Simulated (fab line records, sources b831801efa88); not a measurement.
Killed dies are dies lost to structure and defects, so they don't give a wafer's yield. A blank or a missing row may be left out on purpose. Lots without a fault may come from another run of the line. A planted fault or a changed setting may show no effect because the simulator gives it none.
fab line records | flow sky130
record lots=14 wafers=42 last_day=50
route steps=708 shown SONOS_TUNNEL@166 SONOS_ONO@181 POLY_GATE@229
lots that met no fault: from a run of the same line without faults
start_h: hours from the record's first day to the start of the lot's first wafer shown | wait_h: hours since the lot's step before | " the same as in the row above | L1.1+2: a row that stands for several wafers | - no value, or no start given | * or withheld: withheld | < > ~ a bound
route shown NAME@n: a module of which the file shows steps, and the number in the route of the first | usual: mean/standard deviation of fault-free wafers | same: alike in all rows | chamber/n: place in a boat | sites: the reading at each site | _std_site: their standard deviation | _edge_site: outer sites' mean less inner sites' | radius_mm: how far each site lies from the wafer's centre | mask NAME#n: copy n | behind: the tool/chamber that last shaped the wafer | hold: why the lot was held/for how many hours/how that ended | device: the transistor (n, p or np) that didn't switch | end of line: the same wafers' tests at the end of the route | a step without rows: its recipe alone | killed: dies lost to structure and defects at the first sort, not the wafer's yield | map: a wafer's dies, x killed, . not, _ none there
set.NAME: the setting as run; set.NAME@STEP: as run at that earlier step | model.NAME: the simulator's own value behind a step, which no gauge read
steps of the route over a sample of lots; a table a step, a row a wafer
services: from which hour (start_h, from the record's first day; less than 0 if before it) a tool's chamber was out of use, for how many hours, and why
## steps
# step SKY_SONOS_TUNNEL_TW_MEAS_12
# usual SONOS_TUNNEL_TW=196.4/1
# columns lot.wafer tool chamber start_h wait_h SONOS_TUNNEL_TW
L905.1 film_metro-03 - 271.08 0.0 196.6
L905.3 " - " " 196.3
L905.5 " - " " 196.6
L906.1 film_metro-04 - 272.08 0.0 195.2
L906.2 " - " " 195.3
L906.3 " - " " 194.5
L907.3 film_metro-04 - 276.75 0.0 195.7
L907.4 " - " " 194.3
L907.5 " - " " 194.6
L909.3 film_metro-02 - 295.00 0.0 197.0
L909.5 " - " " 197.0
L909.6 " - " " 195.6
L910.3 film_metro-02 - 307.10 0.0 196.3
L910.4 " - " " 196.3
L910.6 " - " " 197.4
L912.2 film_metro-04 - 309.24 0.0 196.0
L912.5 " - " " 195.1
L912.6 " - " " 196.1
L914.4 film_metro-02 - 329.31 0.0 196.0
L914.5 " - " " 196.0
L914.6 " - " " 195.4
L920.1 film_metro-02 - 372.08 0.0 197.2
L920.3 " - " " 197.5
L920.5 " - " " 196.7
L921.2 film_metro-02 - 376.81 0.0 197.8
L921.5 " - " " 198.4
L921.6 " - " " 197.2
L922.2 film_metro-04 - 389.17 0.0 197.0
L922.5 " - " " 196.0
L922.6 " - " " 196.8
L923.2 film_metro-02 - 391.37 0.0 197.2
L923.3 " - " " 198.0
L923.6 " - " " 197.4
L924.2 film_metro-03 - 406.29 0.0 197.8
L924.3 " - " " 197.7
L924.4 " - " " 198.0
L926.4 film_metro-03 - 421.50 0.0 196.6
L926.5 " - " " 197.0
L926.6 " - " " 196.8
L927.1 film_metro-02 - 431.14 0.0 195.4
L927.3 " - " " 196.3
L927.6 " - " " 196.1
# step SKY_SONOS_ONO_CD_MEAS_13
# recipe target_cd_nm=410
# usual cd_nm=410.4/2.4
# columns lot.wafer tool chamber start_h wait_h cd_nm
L906.1 cd_sem-01 - 303.61 0.1 412.5
L906.2 " - " " 409.0
L906.3 " - " " 412.6
L905.1 cd_sem-01 - 303.91 0.1 411.2
L905.3 " - " " 412.2
L905.5 " - " " 412.7
L907.3 cd_sem-01 - 307.75 0.1 410.1
L907.4 " - " " 410.5
L907.5 " - " " 411.2
L909.3 cd_sem-01 - 323.10 0.1 410.6
L909.5 " - " " 409.5
L909.6 " - " " 411.2
L910.3 cd_sem-02 - 339.00 0.1 414.2
L910.4 " - " " 411.4
L910.6 " - " " 408.5
L912.2 cd_sem-01 - 340.93 0.1 414.8
L912.5 " - " " 410.6
L912.6 " - " " 412.5
L914.4 cd_sem-02 - 360.12 0.1 410.5
L914.5 " - " " 409.5
L914.6 " - " " 409.3
L920.1 cd_sem-01 - 406.36 0.1 413.2
L920.3 " - " " 410.4
L920.5 " - " " 410.6
L921.2 cd_sem-02 - 410.66 0.1 409.5
L921.5 " - " " 410.9
L921.6 " - " " 409.4
L922.2 cd_sem-02 - 427.31 0.1 412.3
L922.5 " - " " 412.4
L922.6 " - " " 412.4
L923.2 cd_sem-01 - 428.41 0.1 411.3
L923.3 " - " " 410.5
L923.6 " - " " 411.2
L924.2 cd_sem-01 - 444.78 0.1 407.8
L924.3 " - " " 410.3
L924.4 " - " " 410.0
L926.4 cd_sem-01 - 457.97 0.1 413.0
L926.5 " - " " 411.5
L926.6 " - " " 414.3
L927.1 cd_sem-02 - 467.69 0.1 409.0
L927.3 " - " " 409.2
L927.6 " - " " 408.9
# step SKY_SONOS_ONO_STRIP_17
# recipe chemistry=O2/N2 power_w=1400 pressure_mtorr=1500 platen_temp_c=withheld o2_flow_sccm=3000 n2_flow_sccm=300 overash_fraction=0.5
# usual drypump_motor_current_A=5.9/0.51 o2_flow_sccm=2999/8.3 oes_product_au=0.710/0.0047 strip_time_to_endpoint_s=14.10/0.047
# same overash_fraction=0.5
# columns lot.wafer tool chamber start_h wait_h drypump_motor_current_A o2_flow_sccm oes_product_au rf_hours_counter_h strip_time_to_endpoint_s
L906.1 plasma_asher-01 1 303.87 0.0 6.7 2991 0.712 60 14.10
L906.2 " 0 " " 5.6 3002 0.706 60 14.10
L906.3 " 0 " " 5.6 3006 0.712 - 14.11
L905.1 plasma_asher-03 1 304.17 0.0 5.9 2990 0.716 19 14.16
L905.3 " 0 " " 6.3 2999 0.705 - 14.14
L905.5 " 0 " " 6.3 2984 0.710 - 14.19
L907.3 plasma_asher-02 1 308.01 0.0 5.0 2999 0.714 - 14.11
L907.4 " 0 " " 6.0 3000 0.709 - 14.12
L907.5 " 1 " " 5.0 2990 0.699 - 14.09
L909.3 plasma_asher-03 1 323.36 0.0 5.9 2989 0.715 - 14.13
L909.5 " 0 " " 6.4 3009 0.707 - 14.09
L909.6 " 1 " " 5.9 3001 0.713 - 14.12
L910.3 plasma_asher-02 0 339.27 0.0 6.0 3002 0.703 - 14.05
L910.4 " 1 " " 5.0 3008 0.718 - 14.08
L910.6 " 1 " " 4.9 2996 0.709 - 14.08
L912.2 plasma_asher-02 0 341.17 0.0 6.0 2999 0.715 68 14.06
L912.5 " 0 " " 6.0 2994 0.707 - 14.10
L912.6 " 1 " " 5.0 3001 0.701 - 14.06
L914.4 plasma_asher-03 1 360.36 0.0 5.9 2999 0.710 - 14.05
L914.5 " 0 " " 6.3 3000 0.711 - 14.08
L914.6 " 1 " " 5.9 2990 0.711 - 14.09
L920.1 plasma_asher-01 1 406.62 0.0 6.7 2996 0.707 68 14.22
L920.3 " 1 " " 6.8 2997 0.710 - 14.17
L920.5 " 1 " " 6.7 2992 0.715 - 14.17
L921.2 plasma_asher-03 0 410.91 0.0 6.4 3004 0.707 30 14.06
L921.5 " 1 " " 6.0 2993 0.712 - 14.10
L921.6 " 0 " " 6.4 3001 0.711 - 14.13
L922.2 plasma_asher-03 1 427.57 0.0 5.9 2995 0.714 31 14.20
L922.5 " 1 " " 5.9 3002 0.713 - 14.15
L922.6 " 0 " " 6.4 3001 0.708 - 14.14
L923.2 plasma_asher-01 0 428.67 0.0 5.6 3001 0.704 70 14.01
L923.3 " 0 " " 5.6 3012 0.714 - 13.99
L923.6 " 0 " " 5.6 3004 0.702 - 14.01
L924.2 plasma_asher-03 1 445.02 0.0 5.9 2985 0.704 33 14.02
L924.3 " 1 " " 5.9 2997 0.710 - 14.08
L924.4 " 0 " " 6.3 2992 0.703 - 14.05
L926.4 plasma_asher-03 0 458.20 0.0 6.4 2987 0.703 - 14.08
L926.5 " 1 " " 5.9 2995 0.718 - 14.09
L926.6 " 0 " " 6.4 2992 0.703 - 14.10
L927.1 plasma_asher-02 0 467.96 0.0 6.0 2993 0.699 4 14.04
L927.3 " 0 " " 5.9 3004 0.710 - 14.06
L927.6 " 1 " " 4.9 3008 0.714 - 14.06
# step SKY_POLY_GATE_ETCH_15
# recipe chemistry=N2/H2 target=BARC ion_energy_ev=200 source_w=500 bias_w=100 pressure_mtorr=30 n2_flow_sccm=100 h2_flow_sccm=200 stop_on=SiO2 time_s=118.5 target_depth_a=1100
# usual bias_w=100.0/0.32 chamber_pressure_mTorr=30.000/0.025 drypump_motor_current_A=5.6/0.45 oes_product_au=0.715/0.0045 throttle_valve_pct=13.213/0.0091
# columns lot.wafer tool chamber start_h wait_h bias_w chamber_pressure_mTorr drypump_motor_current_A oes_product_au rf_hours_counter_h throttle_valve_pct
L906.1 rie_diel-04 3 395.11 0.0 99.7 30.013 4.9 0.717 26 13.210
L906.2 " 1 " " 100.2 30.018 5.5 0.715 5 13.208
L906.3 " 0 " " 100.2 29.976 5.8 0.714 55 13.204
L905.1 rie_diel-01 0 397.39 0.0 100.1 29.991 5.0 0.720 3 13.204
L905.3 " 1 " " 100.4 30.024 5.4 0.721 1 13.212
L905.5 " 0 " " 100.3 30.005 5.0 0.711 - 13.197
L907.3 rie_diel-04 2 400.66 0.0 100.5 29.964 6.2 0.718 2 13.216
L907.4 " 1 " " 100.3 30.016 5.5 0.711 5 13.205
L907.5 " 3 " " 100.5 29.997 4.9 0.720 - 13.212
L909.3 rie_diel-01 2 413.86 0.0 100.1 30.006 6.0 0.716 67 13.206
L909.5 " 1 " " 100.0 29.974 5.4 0.713 - 13.210
L909.6 " 0 " " 100.0 29.950 5.0 0.716 - 13.211
L910.3 rie_diel-04 1 434.57 0.0 - - - - - -
L910.4 " 2 " " - - - - - -
L910.6 " 1 " " - - - - - -
L912.2 rie_diel-01 3 436.86 0.0 - - - - - -
L912.5 " 3 " " - - - - - -
L912.6 " 2 " " - - - - - -
L914.4 rie_diel-02 0 463.16 0.0 100.4 29.985 5.1 0.718 0 13.201
L914.5 " 1 " " 100.3 29.962 5.5 0.714 - 13.202
L914.6 " 0 " " 100.0 29.959 5.1 0.715 - 13.217
L920.1 rie_diel-04 3 508.13 0.0 99.5 30.012 4.9 0.717 28 13.222
L920.3 " 0 " " 99.8 30.004 5.8 0.722 58 13.239
L920.5 " 0 " " 100.2 30.000 5.8 0.708 - 13.218
L921.2 rie_diel-04 1 512.81 0.0 99.7 29.979 5.5 0.726 7 13.200
L921.5 " 2 " " 100.3 29.966 6.2 0.710 - 13.197
L921.6 " 1 " " 100.7 30.013 5.5 0.710 - 13.220
L922.2 rie_diel-01 1 528.08 0.0 99.4 29.956 5.4 0.713 3 13.224
L922.5 " 3 " " 100.3 30.021 6.2 0.715 - 13.219
L922.6 " 0 " " 100.0 30.097 5.0 0.724 - 13.211
L923.2 rie_diel-04 2 530.06 0.0 99.5 30.015 6.2 0.714 5 13.201
L923.3 " 3 " " 100.0 30.026 4.9 0.712 29 13.210
L923.6 " 2 " " 100.0 29.973 6.2 0.713 - 13.234
L924.2 rie_diel-02 2 544.31 0.0 100.2 29.998 5.7 0.711 6 13.221
L924.3 " 0 " " 100.3 30.000 5.1 0.717 2 13.218
L924.4 " 1 " " 100.4 30.044 5.5 0.713 0 13.223
L926.4 rie_diel-02 2 556.01 0.0 99.9 30.008 5.7 0.718 6 13.207
L926.5 " 1 " " 99.7 29.993 5.5 0.721 - 13.220
L926.6 " 2 " " 100.1 29.916 5.7 0.713 - 13.210
L927.1 rie_diel-04 2 563.06 0.0 99.3 29.972 6.2 0.714 5 13.219
L927.3 " 3 " " 100.7 29.991 4.9 0.716 30 13.203
L927.6 " 2 " " 99.5 30.024 6.2 0.716 - 13.218
# step SKY_POLY_GATE_ETCH_16
# recipe stop_on=poly-Si chemistry=CH3F/O2 target=Si3N4 source_w=400 bias_w=80 pressure_mtorr=25 ch3f_flow_sccm=40 O2_flow_sccm=30 time_s=147.5 target_depth_a=750
# usual O2_flow_sccm=30.01/0.085 bias_w=80.04/0.24 drypump_motor_current_A=5.6/0.45 oes_product_au=0.639/0.0059 throttle_valve_pct=10.535/0.0093
# columns lot.wafer tool chamber start_h wait_h O2_flow_sccm bias_w drypump_motor_current_A oes_product_au rf_hours_counter_h throttle_valve_pct
L906.1 rie_diel-04 3 395.20 0.0 30.07 79.85 4.9 0.644 26 10.548
L906.2 " 1 " " 30.14 79.89 5.5 0.644 5 10.531
L906.3 " 0 " " 30.03 79.84 5.8 0.646 55 10.544
L905.1 rie_diel-01 0 397.47 0.0 29.86 80.23 5.0 0.643 3 10.540
L905.3 " 1 " " 30.04 79.72 5.4 0.638 1 10.545
L905.5 " 0 " " 29.87 80.18 5.0 0.641 - 10.543
L907.3 rie_diel-04 2 400.75 0.0 29.96 80.00 6.2 0.645 2 10.530
L907.4 " 1 " " 30.05 79.70 5.5 0.641 5 10.530
L907.5 " 3 " " 29.96 80.13 4.9 0.643 - 10.538
L909.3 rie_diel-01 2 413.95 0.0 30.01 79.60 5.9 0.643 67 10.540
L909.5 " 1 " " 29.97 80.28 5.4 0.641 - 10.548
L909.6 " 0 " " 29.91 79.77 5.0 0.635 - 10.543
L910.3 rie_diel-04 1 434.65 0.0 30.03 80.08 5.5 0.377 6 10.493
L910.4 " 2 " " 30.06 80.01 6.2 0.371 3 10.504
L910.6 " 1 " " 30.02 80.18 5.5 0.379 - 10.493
L912.2 rie_diel-01 3 436.95 0.0 29.90 80.08 6.2 0.384 8 10.485
L912.5 " 3 " " 29.81 80.22 6.1 0.377 - 10.499
L912.6 " 2 " " 30.06 79.96 6.0 0.376 - 10.495
L914.4 rie_diel-02 0 463.25 0.0 29.96 79.99 5.1 0.637 0 10.524
L914.5 " 1 " " 29.90 79.76 5.5 0.644 - 10.524
L914.6 " 0 " " 30.05 79.89 5.1 0.640 - 10.536
L920.1 rie_diel-04 3 508.22 0.0 30.00 80.62 4.9 0.633 28 10.536
L920.3 " 0 " " 30.03 79.83 5.8 0.635 58 10.545
L920.5 " 0 " " 30.18 80.17 5.8 0.647 - 10.558
L921.2 rie_diel-04 1 512.90 0.0 30.02 80.29 5.5 0.649 7 10.521
L921.5 " 2 " " 29.95 79.97 6.2 0.648 - 10.536
L921.6 " 1 " " 29.90 79.88 5.5 0.645 - 10.524
L922.2 rie_diel-01 1 528.17 0.0 30.03 80.11 5.4 0.632 3 10.538
L922.5 " 3 " " 30.06 79.79 6.1 0.629 - 10.527
L922.6 " 0 " " 29.93 80.38 5.0 0.648 - 10.537
L923.2 rie_diel-04 2 530.15 0.0 30.06 79.98 6.2 0.638 5 10.521
L923.3 " 3 " " 29.88 80.21 4.9 0.635 29 10.546
L923.6 " 2 " " 30.00 80.12 6.2 0.643 - 10.540
L924.2 rie_diel-02 2 544.40 0.0 30.11 79.61 5.7 0.649 6 10.526
L924.3 " 0 " " 29.93 80.33 5.1 0.626 2 10.553
L924.4 " 1 " " 30.18 80.04 5.5 0.636 1 10.524
L926.4 rie_diel-02 2 556.10 0.0 29.81 80.00 5.7 0.630 6 10.532
L926.5 " 1 " " 30.04 80.31 5.5 0.635 - 10.551
L926.6 " 2 " " 30.00 80.01 5.7 0.628 - 10.529
L927.1 rie_diel-04 2 563.15 0.0 29.87 80.37 6.2 0.640 6 10.518
L927.3 " 3 " " 30.10 79.93 4.9 0.646 30 10.546
L927.6 " 2 " " 29.97 80.08 6.2 0.644 - 10.539
# step SKY_POLY_GATE_ETCH_17
# recipe target_depth_nm=180 stop_on=SiO2 over_etch_frac=0.56667 chemistry=HBr/Cl2 target=poly-Si icp_w=400 bias_w=100 pressure_mtorr=10 HBr_flow_sccm=150 Cl2_flow_sccm=50 time_s=70.5
# usual HBr_flow_sccm=150.0/0.46 bias_w=99.98/0.28 drypump_motor_current_A=5.5/0.38 mfc_cl2_sccm=50.01/0.15 oes_product_au=0.986/0.008 throttle_valve_pct=33.684/0.0087
# columns lot.wafer tool chamber start_h wait_h HBr_flow_sccm bias_w drypump_motor_current_A mfc_cl2_sccm oes_product_au rf_hours_counter_h throttle_valve_pct
L906.1 rie_si-02 1 395.30 0.0 150.3 100.28 5.4 49.95 0.968 6 33.699
L906.2 " 0 " " 150.5 100.21 5.5 50.06 0.977 37 33.698
L906.3 " 2 " " 150.1 99.94 4.9 49.95 0.978 2 33.685
L905.1 rie_si-01 2 397.57 0.0 149.1 100.15 6.2 49.96 0.987 18 33.672
L905.3 " 1 " " 150.0 100.52 5.4 49.92 1.002 1 33.692
L905.5 " 0 " " 149.5 100.03 5.3 49.99 0.985 - 33.696
L907.3 rie_si-01 1 400.85 0.0 149.1 100.18 5.4 49.96 0.978 1 33.691
L907.4 " 3 " " 150.7 100.10 6.1 50.08 0.983 65 33.673
L907.5 " 0 " " 150.5 100.01 5.3 50.25 0.984 - 33.677
L909.3 rie_si-02 3 414.04 0.0 150.1 99.29 5.3 49.94 0.982 2 33.697
L909.5 " 2 " " 150.7 100.34 5.0 49.66 0.978 - 33.669
L909.6 " 3 " " 150.3 99.55 5.3 49.75 0.982 - 33.674
L910.3 rie_si-02 2 434.75 0.0 150.5 100.44 5.0 49.78 0.280 2 33.694
L910.4 " 3 " " 150.6 100.07 5.2 50.10 0.278 2 33.676
L910.6 " 1 " " 149.5 99.94 5.4 49.96 0.278 - 33.686
L912.2 rie_si-01 3 437.04 0.0 149.0 99.80 6.1 50.00 0.271 66 33.681
L912.5 " 1 " " 150.3 99.87 5.4 50.20 0.270 - 33.690
L912.6 " 0 " " 150.1 99.65 5.3 50.00 0.276 - 33.688
L914.4 rie_si-01 2 463.37 0.1 150.4 100.23 6.2 50.14 0.982 - 33.690
L914.5 " 0 " " 150.9 100.18 5.3 50.06 0.983 - 33.671
L914.6 " 1 " " 150.3 99.91 5.4 50.08 0.991 - 33.696
L920.1 rie_si-02 0 508.32 0.0 149.4 99.93 5.5 49.89 0.973 38 33.682
L920.3 " 3 " " 149.8 99.92 5.3 49.98 0.995 2 33.683
L920.5 " 3 " " 149.8 100.22 5.3 50.24 0.995 - 33.670
L921.2 rie_si-01 3 513.00 0.0 150.3 99.78 6.0 50.22 0.981 0 33.694
L921.5 " 1 " " 149.1 100.18 5.4 49.92 0.997 - 33.676
L921.6 " 0 " " 150.2 99.90 5.3 50.04 0.993 - 33.675
L922.2 rie_si-02 0 528.27 0.0 150.5 100.02 5.5 50.09 0.983 38 33.688
L922.5 " 0 " " 150.2 99.95 5.5 49.74 0.980 - 33.690
L922.6 " 3 " " 149.7 99.49 5.3 49.88 0.971 - 33.672
L923.2 rie_si-01 3 530.25 0.0 149.9 99.53 6.0 49.85 0.981 0 33.679
L923.3 " 0 " " 150.3 99.38 5.3 50.13 0.993 4 33.704
L923.6 " 1 " " 149.9 100.23 5.4 50.20 0.994 - 33.684
L924.2 rie_si-02 1 544.49 0.0 149.5 99.78 5.4 50.17 0.985 7 33.673
L924.3 " 3 " " 150.1 99.84 5.3 49.69 0.977 2 33.691
L924.4 " 0 " " 150.0 99.72 5.5 50.18 0.985 38 33.685
L926.4 rie_si-02 0 556.20 0.0 149.3 99.51 5.5 50.12 1.006 38 33.674
L926.5 " 3 " " 150.4 100.38 5.3 49.94 0.976 - 33.670
L926.6 " 2 " " 149.6 99.75 5.0 50.01 0.988 - 33.687
L927.1 rie_si-01 0 563.24 0.0 150.5 100.22 5.3 50.08 1.001 4 33.690
L927.3 " 2 " " 149.6 99.76 6.2 50.00 0.994 19 33.684
L927.6 " 1 " " 149.7 99.75 5.4 50.11 0.994 - 33.680
# step SKY_POLY_GATE_CD_MEAS_22
# usual cd_nm=150.4/2.4
# columns lot.wafer tool chamber start_h wait_h cd_nm
L906.1 cd_sem-02 - 399.82 0.1 151.7
L906.2 " - " " 149.3
L906.3 " - " " 144.6
L905.1 cd_sem-01 - 399.93 0.2 149.6
L905.3 " - " " 149.6
L905.5 " - " " 149.8
L907.3 cd_sem-01 - 405.30 0.1 147.5
L907.4 " - " " 149.5
L907.5 " - " " 154.0
L909.3 cd_sem-02 - 417.01 0.1 153.4
L909.5 " - " " 153.1
L909.6 " - " " 152.5
L910.3 cd_sem-01 - 437.48 0.1 -
L910.4 " - " " -
L910.6 " - " " -
L912.2 cd_sem-02 - 438.70 0.1 -
L912.5 " - " " -
L912.6 " - " " -
L914.4 cd_sem-01 - 465.06 0.1 149.7
L914.5 " - " " 155.0
L914.6 " - " " 148.3
L920.1 cd_sem-01 - 509.83 0.1 157.1
L920.3 " - " " 146.5
L920.5 " - " " 148.0
L921.2 cd_sem-01 - 514.54 0.1 149.6
L921.5 " - " " 145.3
L921.6 " - " " 149.1
L922.2 cd_sem-01 - 529.81 0.1 149.6
L922.5 " - " " 148.0
L922.6 " - " " 150.0
L923.2 cd_sem-02 - 532.59 0.1 154.4
L923.3 " - " " 155.4
L923.6 " - " " 149.1
L924.2 cd_sem-01 - 546.09 0.1 152.0
L924.3 " - " " 149.6
L924.4 " - " " 151.8
L926.4 cd_sem-02 - 558.36 0.2 151.3
L926.5 " - " " 152.8
L926.6 " - " " 147.1
L927.1 cd_sem-02 - 564.76 0.1 150.0
L927.3 " - " " 151.1
L927.6 " - " " 147.6
## services
# columns tool chamber start_h hours kind
rie_si-01 1 284.20 4.1 repair
rie_diel-04 2 285.15 5.1 repair
rie_diel-01 0 288.08 16.4 repair
rie_diel-01 2 289.87 6.9 repair
rie_diel-01 - 299.51 2.2 repair
rie_diel-04 2 327.33 15.8 repair
rie_diel-01 3 362.14 7.1 repair
rie_si-02 3 382.12 8.6 repair
rie_diel-01 2 392.36 5.3 repair
rie_diel-01 - 399.01 2.8 pm
rie_diel-01 2 403.26 2.3 repair
rie_diel-01 1 405.51 4.4 repair
rie_si-01 - 405.71 14.6 pm
plasma_asher-03 - 412.42 2.6 repair
rie_si-02 1 412.45 3.0 repair
rie_si-02 - 433.85 0.1 repair
rie_diel-04 3 435.22 7.6 repair
rie_diel-04 2 453.79 16.6 repair
rie_si-01 0 464.82 3.3 repair
rie_diel-04 1 481.99 29.5 repair
rie_diel-04 1 534.06 15.2 repair
rie_diel-04 2 536.18 10.0 repair
rie_diel-04 0 537.94 7.6 repair
rie_diel-04 1 553.12 9.9 repair
## key
first_sign step=SKY_POLY_GATE_ETCH_15 reading=tool_record direction=missing
effect step=SKY_POLY_GATE_ETCH_16 reading=oes_product_au direction=down sigmas=45 usual=0.639 struck=0.378
effect step=SKY_POLY_GATE_ETCH_17 reading=oes_product_au direction=down sigmas=89 usual=0.986 struck=0.275
effect step=SKY_POLY_GATE_CD_MEAS_22 reading=cd_nm direction=missing
met_at SKY_POLY_GATE_ETCH_15
struck_lots L910,L912
later_rows_left_out L910.3,L910.4,L910.6,L912.2,L912.5,L912.6
sort_left_out L910.3,L910.4,L910.6,L912.2,L912.5,L912.6
tester_left_out L910,L912
not_acting_at SKY_SONOS_TUNNEL_TW_MEAS_12,SKY_SONOS_ONO_CD_MEAS_13,SKY_SONOS_ONO_STRIP_17
onset_between 413.86 434.57
fault kind=skipped_step_whole tool=rie_diel-01,rie_diel-04 chamber=- onset_h=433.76 steps=SKY_POLY_GATE_ETCH_15 scope=struck_lots_only
# tester_left_out: of these lots the tester's yield and bins aren't shown, on N5 and GAA mostly nor the transistor test; their killed dies are dies lost to structure and defects alone, not to doping, threshold or leakage, so they don't give the yield
# sort_left_out: the simulated sort isn't trusted on such a fault, so these wafers' sort isn't shown, and their yield isn't known
# later_rows_left_out: the simulator's readings of these wafers behind a module that went badly wrong aren't trusted and aren't shown, but for the sort
